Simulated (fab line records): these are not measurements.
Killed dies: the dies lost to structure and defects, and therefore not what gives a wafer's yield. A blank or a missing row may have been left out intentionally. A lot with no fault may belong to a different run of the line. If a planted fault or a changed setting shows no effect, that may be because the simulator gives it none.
Problem report, 8D (eight disciplines) form, completed by code + flow sfq line + the parts of the form that need people (team, actions taken, sign-off) are left out

## 1. PROBLEM STATEMENT
At SFQ_TRILAYER_I6_METRO_MEASURE_167, thk nm averages 220.5 nm over 3 wafers from 2 lots, while fault-free wafers read 200.0 nm, standard deviation 0.9. That is +23 standard deviations from the usual mean.
Earliest sighting: wafer L136.5 on film metro-01 at day 77 22:34. At this step, 42 wafers from 14 lots have a number in the record. By rule, "out" or "out of limits" means more than 4 standard deviations away from the usual mean. Any other wafer with a number is counted as sound.

## 2. WHAT IT IS, AND WHAT IT ISN'T
| question                    | is                     | is not                                                                                       |
|-----------------------------|------------------------|----------------------------------------------------------------------------------------------|
| which readings at this step | thk nm                 | -                                                                                            |
| which lots                  | L136, L138             | L124, L125, L126, L127, L128, L130, L131, L133, L141, L143, L145, L147                       |
| which wafers of those lots  | L136.5, L138.3, L138.5 | L136.4, L136.6, L138.6                                                                       |
| read on which tools         | film metro-01          | film metro-02, film metro-03                                                                 |
| when                        | from day 77 22:34      | up to then (26 sound wafers); but 13 sound wafers of L138, L141, L143, L145, L147 came after |

## 3. WHAT RULES OUT EACH SUSPECT
Counting: any tool at a process step up to the reading remains a suspect provided it ran every lot that is out. Sound lots after the first of them don't rule it out here, since some wafers of a struck lot are sound.
- rie diel-03 at SFQ_TRILAYER_I5_ETCH_VIA_ETCH_147 (etches the open film in CHF3, stops on Nb, target depth 360 nm): kept. It processed each lot that is out (first: L136, day 71 23:02); up to then, its last sound lot is L131 (day 71 13:26).
- pecvd-03 at SFQ_TRILAYER_I6_DEP_PECVD_165 (deposits SiO2 from SiH4/N2O, time 111.11 s, target thk 500 nm): kept. It processed each lot that is out (first: L136, day 77 06:07); up to then, its last sound lot is L133 (day 77 00:27).
- cmp-01 at SFQ_TRILAYER_I6_CMP_CMP_166 (polishes SiO2): kept. It processed each lot that is out (first: L136, day 77 19:51); up to then, its last sound lot is L133 (day 77 07:32).
- film metro-01 at SFQ_TRILAYER_I6_METRO_MEASURE_167: kept. It processed each lot that is out (first: L136, day 77 22:34); up to then, its last sound lot is L133 (day 77 10:03). Out on those wafers are its own readings of thk nm.
- In rie diel-03 at SFQ_TRILAYER_I5_ETCH_VIA_ETCH_147, the wafers that are out were processed in chamber 3 and their sound lot-mates in chambers 0, 2.
Left after counting: rie diel-03 at SFQ_TRILAYER_I5_ETCH_VIA_ETCH_147, pecvd-03 at SFQ_TRILAYER_I6_DEP_PECVD_165, cmp-01 at SFQ_TRILAYER_I6_CMP_CMP_166, film metro-01 at SFQ_TRILAYER_I6_METRO_MEASURE_167.

## 4. THE CAUSE (what the simulator had put in)
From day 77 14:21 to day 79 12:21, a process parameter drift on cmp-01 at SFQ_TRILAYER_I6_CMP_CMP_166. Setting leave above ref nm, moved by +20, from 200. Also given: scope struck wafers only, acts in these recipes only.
Counting left 4 suspects, and this tool is among them.

## 5. THE CHAIN OF EFFECTS, in route order
Each row: a reading where the mean over the struck wafers with a number is more than 3 standard deviations away from the usual. Only readings for which the record gives a usual standard deviation are gone through. hours: the time from each lot's start at the first step in this table that gives one to its start at this step, as a median over the lots. sigmas: the change in usual standard deviations.
| hours | step                                  | reading        | usual      | on struck wafers | change | sigmas |
|-------|---------------------------------------|----------------|------------|------------------|--------|--------|
| 0     | SFQ_TRILAYER_I6_METRO_MEASURE_167     | thk nm         | 200.0 nm   | 220.5            | +20.5  | +23    |
| 46    | SFQ_TRILAYER_I6_VIA_ETCH_VIA_ETCH_172 | oes product au | 0.854 a.u. | 0.901            | +0.047 | +9.5   |
Here are the process steps it includes:
- SFQ_TRILAYER_I6_METRO_MEASURE_167
- SFQ_TRILAYER_I6_VIA_ETCH_VIA_ETCH_172: etches SiO2 in CHF3, stops on Nb, target depth 260 nm.
Later measuring or inspecting steps at which every struck wafer that the step has a row for has a number for every such reading, and none has moved that far: SFQ_M7_RS_MEAS_943.

## 6. WHAT WOULD HAVE CAUGHT IT SOONER
First out-of-limits reading in this record: day 77 22:34, which is 8 hours after fault onset at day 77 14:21.
No tool reading at SFQ_TRILAYER_I6_CMP_CMP_166 that has a usual standard deviation in the record was out on any struck wafer, so an alarm limit of 4 standard deviations on those readings would not have fired.
Of the lots that are out (2), L138 began SFQ_TRILAYER_I6_CMP_CMP_166 on cmp-01 after day 77 22:34. Putting the tool on hold at that point would have spared it.
